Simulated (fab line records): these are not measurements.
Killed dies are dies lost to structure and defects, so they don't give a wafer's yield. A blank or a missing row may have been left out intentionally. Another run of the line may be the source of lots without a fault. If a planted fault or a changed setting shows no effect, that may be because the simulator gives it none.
Which tool did it? ; flow sky130 ; 39 wafers from 13 lots sampled at 3 of the route's 708 steps

== WHAT THE GAUGES SHOWED, per wafer ==
SKY_METAL5_THK_MEAS_06: measures by xrf. Usual: METAL5_ALCU_THK 1131 nm, standard deviation 13.
lot;measured;on;METAL5_ALCU_THK (nm);flag
L974;day 42 08:34;film_metro-01;1144 1150 1169;
L977;day 44 03:46;film_metro-04;1138 1117 1123;
L979;day 44 20:32;film_metro-01;1138 1133 1125;
L980;day 45 08:23;film_metro-01;1124 1127 1119;
L982;day 45 09:44;film_metro-01;1120 1122 1116;
L981;day 45 13:19;film_metro-04;1131 1138 1141;
L987;day 46 23:30;film_metro-04;1137 1146 1137;
L986;day 47 01:36;film_metro-02;1143 1144 1153;
L985;day 47 03:35;film_metro-01;1128 1126 1103;
L990;day 47 07:14;film_metro-01;1131 1133 1133;
L993;day 47 20:40;film_metro-01;1113 1120 1116;
L996;day 48 10:18;film_metro-04;1127 1134 1118;
L997;day 48 21:02;film_metro-01;1119 1134 1124;

== TOOL THAT RAN EACH LOT (tool first, then ch and the chambers of the sampled wafers, then the start) ==
lot;SKY_VIA4_CMP_02;SKY_METAL5_SPUTTER_00
L974;cmp-01 ch 1,2,3, day 41 07:37;pvd_sputter-02, day 42 08:17
L977;cmp-02 ch 2,3, day 43 03:03;pvd_sputter-04, day 44 03:28
L979;cmp-01 ch 0,2,3, day 43 19:49;pvd_sputter-02, day 44 20:16
L980;cmp-02 ch 0,3, day 44 10:23;pvd_sputter-01, day 45 08:06
L982;cmp-02 ch 0,2,3, day 44 11:04;pvd_sputter-01, day 45 09:26
L981;cmp-01 ch 0,3, day 44 14:43;pvd_sputter-01, day 45 13:02
L987;cmp-01 ch 0,3, day 46 01:37;pvd_sputter-02, day 46 23:13
L986;cmp-01 ch 0,2,3, day 46 03:16;pvd_sputter-04, day 47 01:19
L985;cmp-01 ch 1,2,3, day 46 05:37;pvd_sputter-01, day 47 03:17
L990;cmp-02 ch 1,2,3, day 46 08:47;pvd_sputter-04, day 47 06:56
L993;cmp-02 ch 0,1,3, day 46 23:21;pvd_sputter-01, day 47 20:23
L996;cmp-02 ch 0,2, day 47 12:22;pvd_sputter-01, day 48 10:01
L997;cmp-01 ch 0,3, day 48 00:41;pvd_sputter-04, day 48 20:44
- SKY_VIA4_CMP_02: polishes SiO2.
- SKY_METAL5_SPUTTER_00: material Ti, target thk 15 nm, time 10 s.

== WHAT THE TOOLS THEMSELVES READ (means of the sampled wafers that have a number; where no wafer has one, the mark that the record gives instead) ==
SKY_VIA4_CMP_02. Usual: 12.8 A for motor_current_A, sd 2.
lot;tool;motor_current_A (A);flag
L974;cmp-01;13.3;
L977;cmp-02;14.5;
L979;cmp-01;12.9;
L980;cmp-02;13.7;
L982;cmp-02;13.9;
L981;cmp-01;12.0;
L987;cmp-01;12.0;
L986;cmp-01;13.2;
L985;cmp-01;12.8;
L990;cmp-02;12.8;
L993;cmp-02;12.5;
L996;cmp-02;14.2;
L997;cmp-01;11.0;

SKY_METAL5_SPUTTER_00. Usual: 29.7 % for throttle_valve_pct, sd 1.1.
lot;tool;throttle_valve_pct (%);flag
L974;pvd_sputter-02;30.1;
L977;pvd_sputter-04;29.0;
L979;pvd_sputter-02;30.6;
L980;pvd_sputter-01;30.3;
L982;pvd_sputter-01;29.0;
L981;pvd_sputter-01;30.1;
L987;pvd_sputter-02;30.1;
L986;pvd_sputter-04;29.6;
L985;pvd_sputter-01;30.0;
L990;pvd_sputter-04;29.2;
L993;pvd_sputter-01;30.6;
L996;pvd_sputter-01;29.1;
L997;pvd_sputter-04;29.0;

== THE ANSWER, worked out from the rows above alone ==
Rule: lot off if the mean of its wafers having a number is beyond 3 standard deviations from the usual mean. Also off: a lot with no number at a reading for which 4 or more lots have one. The other lots that the step has rows for count as sound. First the gauges in route order, then the tools' own readings, where a lot's mean is used as printed above. At the first step where some lot is off, the reading lying furthest off is the one used; lots without a number count as furthest.
No lot is off at any reading shown: from this, nothing can be told.

== WHAT THE SIMULATOR HAD INSERTED ==
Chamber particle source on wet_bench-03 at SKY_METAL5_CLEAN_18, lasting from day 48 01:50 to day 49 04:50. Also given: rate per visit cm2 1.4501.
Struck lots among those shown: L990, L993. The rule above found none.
